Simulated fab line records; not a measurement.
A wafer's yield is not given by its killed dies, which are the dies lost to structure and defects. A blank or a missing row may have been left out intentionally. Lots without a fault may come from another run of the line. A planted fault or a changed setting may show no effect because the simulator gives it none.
Which tool did it? / flow gf180mcu / 18 wafers from 6 lots sampled at 3 of the route's 602 steps

== WHAT THE GAUGES SHOWED, per wafer ==
GF_PSD_RS_MEAS_14: the measuring method here is four-point-probe.
lot=L637; measured=day 14 22:47; on=film-metro-03; NSD_RS (ohm/sq)=46.12 46.16 46.28
lot=L641; measured=day 16 15:17; on=film-metro-04; NSD_RS (ohm/sq)=46.90 46.91 46.93 46.92 46.94 47.01
lot=L650; measured=day 20 02:28; on=film-metro-03; NSD_RS (ohm/sq)=46.14 46.09 46.08
lot=L652; measured=day 20 06:15; on=film-metro-04; NSD_RS (ohm/sq)=46.27 46.20 46.14
lot=L654; measured=day 21 08:18; on=film-metro-03; NSD_RS (ohm/sq)=45.96 46.13 46.03
lot=L657; measured=day 22 04:17; on=film-metro-04; NSD_RS (ohm/sq)=46.22 46.18 46.24

== TOOL THAT RAN EACH LOT (tool first, then ch and the chambers of the sampled wafers, then the start) ==
lot=L637; GF_NSD_IMPLANT_09=implanter-02 ch 0, day 14 01:05; GF_NSD_STRIP_11=plasma-asher-03 ch 0,1, day 14 01:23
lot=L641; GF_NSD_IMPLANT_09=implanter-02 ch 0, day 15 16:53; GF_NSD_STRIP_11=plasma-asher-01 ch 0,1, day 15 17:10
lot=L650; GF_NSD_IMPLANT_09=implanter-02 ch 0, day 19 01:22; GF_NSD_STRIP_11=plasma-asher-04 ch 0,1, day 19 01:39
lot=L652; GF_NSD_IMPLANT_09=implanter-03 ch 0, day 19 05:49; GF_NSD_STRIP_11=plasma-asher-01 ch 0,1, day 19 06:06
lot=L654; GF_NSD_IMPLANT_09=implanter-03 ch 0, day 20 07:14; GF_NSD_STRIP_11=plasma-asher-03 ch 0,1, day 20 07:32
lot=L657; GF_NSD_IMPLANT_09=implanter-04 ch 0, day 21 03:59; GF_NSD_STRIP_11=plasma-asher-01 ch 0,1, day 21 04:17
- GF_NSD_IMPLANT_09
- GF_NSD_STRIP_11: strips in O2/N2.

== THE ANSWER, worked out from the rows above alone ==
Rule: usual is defined by the lots themselves. The widest of any qualifying gaps counts: lots, ordered by their means at a reading, are off when they make up no more than a third of the lots, leave a main group of 4 or more, and stand apart from it by 3 or more times the standard deviation of that group's means. If all means in a main group match to the digits the tables above print for the reading, that group is not used. Also off: a lot with no number at a reading for which 4 or more lots have one. All remaining lots with rows at the step are treated as sound.
Off: L641, seen at GF_PSD_RS_MEAS_14 (NSD_RS). The main group has a mean of 46.15 ohm/sq with a standard deviation of 0.067.
A tool fits if, at a process step before that reading, it ran every lot that is off, and no sound lot after the first of them. Those tools and the gauges at GF_PSD_RS_MEAS_14 are tried in the same way. Of those tried, none fits.

== WHAT THE SIMULATOR HAD PUT IN ==
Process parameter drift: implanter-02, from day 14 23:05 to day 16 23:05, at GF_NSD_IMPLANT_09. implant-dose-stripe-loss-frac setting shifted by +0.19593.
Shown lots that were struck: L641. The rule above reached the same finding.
